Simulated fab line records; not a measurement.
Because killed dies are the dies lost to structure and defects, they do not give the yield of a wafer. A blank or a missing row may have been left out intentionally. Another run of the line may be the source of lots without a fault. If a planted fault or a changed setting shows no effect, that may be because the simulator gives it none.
Which of the tools did it? ; flow sky130 ; 14 lots, 42 wafers sampled, at 6 steps of a route of 708

== WHAT THE GAUGES SHOWED, per wafer ==
SKY_METAL1_OVL_MEAS_16.
lot;measured;on;METAL1_OVL (nm)
L165;day 32 23:55;overlay-01;6 1 7
L166;day 33 16:01;overlay-01;0 4 5
L167;day 33 20:22;overlay-01;-2 0 2
L168;day 34 12:33;overlay-01;-7 -3 -1
L169;day 34 15:16;overlay-02;-1 -5 -3
L170;day 34 22:10;overlay-01;0 2 2
L171;day 34 23:39;overlay-01;10 7 11
L173;day 35 13:19;overlay-02;1 -1 -2
L174;day 35 18:21;overlay-01;8 7 -8
L175;day 36 06:10;overlay-02;1 1 4
L177;day 36 17:16;overlay-01;6 2 -4
L182;day 38 19:24;overlay-02;10 8 5
L184;day 39 00:49;overlay-01;8 6 0
L186;day 39 12:00;overlay-02;5 5 -2

SKY_VIA1_THK_MEAS_23: measures by xrf.
lot;measured;on;VIA1_W_THK (nm)
L165;day 34 05:08;film-metro-02;274 278 270
L166;day 34 20:12;film-metro-03;271 271 271
L167;day 35 01:20;film-metro-02;277 282 279
L168;day 35 17:23;film-metro-04;276 282 271
L169;day 35 20:29;film-metro-03;279 280 281
L170;day 36 02:59;film-metro-04;276 280 281
L171;day 36 03:44;film-metro-04;272 273 269
L173;day 36 17:26;film-metro-02;274 276 274
L174;day 36 23:35;film-metro-04;276 272 279
L175;day 37 11:13;film-metro-04;288 276 277
L177;day 37 21:22;film-metro-02;277 276 278
L182;day 39 22:59;film-metro-03;272 266 272
L184;day 40 04:52;film-metro-04;269 280 275
L186;day 40 16:01;film-metro-03;280 279 279

== WHAT TOOL EACH LOT RAN ON (gives the tool, then ch and the chambers of the sampled wafers, and finally the start) ==
lot;SKY_METAL1_SPUTTER_02;SKY_VIA1_ETCH_14;SKY_VIA1_ETCH_15;SKY_VIA1_STRIP_16
L165;pvd-sputter-01, day 31 20:54;rie-diel-04 ch 0,1, day 34 04:10;rie-diel-04 ch 0,1, day 34 04:13;plasma-asher-04 ch 1, day 34 04:16
L166;pvd-sputter-03, day 32 13:08;rie-diel-04 ch 0,3, day 34 19:08;rie-diel-04 ch 0,3, day 34 19:11;plasma-asher-02 ch 0,1, day 34 19:13
L167;pvd-sputter-01, day 32 17:05;rie-diel-01 ch 0,1,2, day 35 00:23;rie-diel-01 ch 0,1,2, day 35 00:26;plasma-asher-01 ch 0,1, day 35 00:28
L168;pvd-sputter-04, day 33 10:25;rie-diel-02 ch 0,2, day 35 16:26;rie-diel-02 ch 0,2, day 35 16:29;plasma-asher-02 ch 0,1, day 35 16:31
L169;pvd-sputter-04, day 33 12:09;rie-diel-01 ch 1,2,3, day 35 19:26;rie-diel-01 ch 1,2,3, day 35 19:29;plasma-asher-04 ch 0,1, day 35 19:31
L170;pvd-sputter-01, day 33 19:14;rie-diel-02 ch 0,1,3, day 36 01:56;rie-diel-02 ch 0,1,3, day 36 01:59;plasma-asher-04 ch 0, day 36 02:01
L171;pvd-sputter-04, day 33 21:37;rie-diel-01 ch 0,1,3, day 36 02:40;rie-diel-01 ch 0,1,3, day 36 02:43;plasma-asher-01 ch 0,1, day 36 02:46
L173;pvd-sputter-03, day 34 10:50;rie-diel-01 ch 0,1,3, day 36 16:23;rie-diel-01 ch 0,1,3, day 36 16:26;plasma-asher-01 ch 0,1, day 36 16:28
L174;pvd-sputter-01, day 34 15:37;rie-diel-01 ch 0,1,3, day 36 22:17;rie-diel-01 ch 0,1,3, day 36 22:20;plasma-asher-01 ch 0,1, day 36 22:22
L175;pvd-sputter-01, day 35 03:21;rie-diel-04 ch 0,2,3, day 37 10:14;rie-diel-04 ch 0,2,3, day 37 10:17;plasma-asher-04 ch 0,1, day 37 10:22
L177;pvd-sputter-01, day 35 14:29;rie-diel-02 ch 2,3, day 37 20:23;rie-diel-02 ch 2,3, day 37 20:26;plasma-asher-04 ch 0,1, day 37 20:28
L182;pvd-sputter-03, day 37 18:05;rie-diel-02 ch 0,2,3, day 39 22:01;rie-diel-02 ch 0,2,3, day 39 22:04;plasma-asher-02 ch 0,1, day 39 22:07
L184;pvd-sputter-01, day 37 23:28;rie-diel-02 ch 0,2,3, day 40 03:50;rie-diel-02 ch 0,2,3, day 40 03:53;plasma-asher-04 ch 0,1, day 40 03:56
L186;pvd-sputter-01, day 38 10:40;rie-diel-02 ch 1,2, day 40 14:37;rie-diel-02 ch 1,2, day 40 14:40;plasma-asher-02 ch 0,1, day 40 14:43
- SKY_METAL1_SPUTTER_02: material AlCu, target thk 250 nm, time 13.3 s.
- SKY_VIA1_ETCH_14: etches BARC in N2/H2, stops on SiO2, time 45.9 s, target depth 60 nm.
- SKY_VIA1_ETCH_15: etches SiO2 in C4F8/O2/Ar, stops on TiN, target depth 351 nm, time 54 s.
- SKY_VIA1_STRIP_16: strips in O2/N2.

== AS READ BY THE TOOLS THEMSELVES (means over the sampled wafers that have a number; for cases with no such wafer, the mark the record gives instead) ==
SKY_METAL1_SPUTTER_02.
lot;tool;throttle-valve-pct (%)
L165;pvd-sputter-01;30.7
L166;pvd-sputter-03;30.3
L167;pvd-sputter-01;30.7
L168;pvd-sputter-04;30.8
L169;pvd-sputter-04;30.2
L170;pvd-sputter-01;30.8
L171;pvd-sputter-04;31.1
L173;pvd-sputter-03;30.5
L174;pvd-sputter-01;30.7
L175;pvd-sputter-01;30.6
L177;pvd-sputter-01;30.7
L182;pvd-sputter-03;30.6
L184;pvd-sputter-01;30.1
L186;pvd-sputter-01;30.7

SKY_VIA1_ETCH_14.
lot;tool;drypump-motor-current-A (A);oes-product-au (a.u.);run-length-s (s);throttle-valve-pct (%)
L165;rie-diel-04;5.2;0.856;74.0;13.227
L166;rie-diel-04;5.2;0.852;74.3;13.222
L167;rie-diel-01;5.5;0.852;74.0;13.224
L168;rie-diel-02;5.9;0.855;74.8;13.231
L169;rie-diel-01;5.8;0.856;74.0;13.230
L170;rie-diel-02;5.8;0.854;74.3;13.222
L171;rie-diel-01;5.9;0.855;73.9;13.228
L173;rie-diel-01;5.9;0.852;74.1;13.223
L174;rie-diel-01;5.9;0.860;74.1;13.219
L175;rie-diel-04;5.5;0.851;73.9;13.218
L177;rie-diel-02;5.7;0.854;74.4;13.221
L182;rie-diel-02;5.8;0.853;74.7;13.227
L184;rie-diel-02;5.8;0.900;69.7;13.225
L186;rie-diel-02;6.0;0.895;69.4;13.231

SKY_VIA1_ETCH_15.
lot;tool;oes-product-au (a.u.);run-length-s (s)
L165;rie-diel-04;0.977;82.4
L166;rie-diel-04;0.978;82.2
L167;rie-diel-01;0.978;81.9
L168;rie-diel-02;0.976;82.7
L169;rie-diel-01;0.986;82.1
L170;rie-diel-02;0.978;82.6
L171;rie-diel-01;0.989;82.4
L173;rie-diel-01;0.975;82.1
L174;rie-diel-01;0.981;82.1
L175;rie-diel-04;0.980;82.2
L177;rie-diel-02;0.985;82.0
L182;rie-diel-02;0.980;82.5
L184;rie-diel-02;0.778;82.6
L186;rie-diel-02;0.780;82.2

SKY_VIA1_STRIP_16.
lot;tool;drypump-motor-current-A (A);oes-product-au (a.u.);strip-time-to-endpoint-s (s)
L165;plasma-asher-04;5.63;0.415;4.496
L166;plasma-asher-02;5.59;0.417;4.499
L167;plasma-asher-01;5.48;0.413;4.469
L168;plasma-asher-02;5.61;0.414;4.469
L169;plasma-asher-04;5.82;0.415;4.463
L170;plasma-asher-04;6.10;0.412;4.447
L171;plasma-asher-01;5.50;0.414;4.451
L173;plasma-asher-01;5.45;0.416;4.474
L174;plasma-asher-01;5.48;0.415;4.459
L175;plasma-asher-04;5.84;0.411;4.438
L177;plasma-asher-04;5.98;0.414;4.456
L182;plasma-asher-02;5.48;0.417;4.488
L184;plasma-asher-04;5.81;0.414;4.509
L186;plasma-asher-02;5.60;0.421;4.528

== THE ANSWER, worked out from the rows above alone ==
Rule: what is usual is taken from the lots themselves. Put in order of their means at a reading, lots are off if they are a third of the lots or fewer, leave a main group of 4 or more, and stand apart from it by a gap of 3 or more times the standard deviation of the main group's means; of several such gaps the widest counts. A main group is skipped when, at the precision printed for the reading in the tables above, its means are all equal. Also off: a lot with no number at a reading for which 4 or more lots have one. Where the step has rows for the other lots, those lots are counted as sound. Order of review: gauges by route order, followed by the tools' own readings, for which a lot's mean as printed above is used. The first step at which some lot is off is used, and at that step the reading that is off furthest; a lot without a number counts as furthest.
Off: L184, L186, at SKY_VIA1_ETCH_14 (oes-product-au). For the main group the mean is 0.854 a.u. and the standard deviation 0.0024.
If a tool, at that step or one of the process steps before it, ran each lot that is off and ran no sound lot following the first of them, it fits. Undecided on this evidence; 2 tools fit (pvd-sputter-01 at SKY_METAL1_SPUTTER_02, rie-diel-02 at SKY_VIA1_ETCH_14).

== WHAT HAD BEEN PUT IN BY THE SIMULATOR ==
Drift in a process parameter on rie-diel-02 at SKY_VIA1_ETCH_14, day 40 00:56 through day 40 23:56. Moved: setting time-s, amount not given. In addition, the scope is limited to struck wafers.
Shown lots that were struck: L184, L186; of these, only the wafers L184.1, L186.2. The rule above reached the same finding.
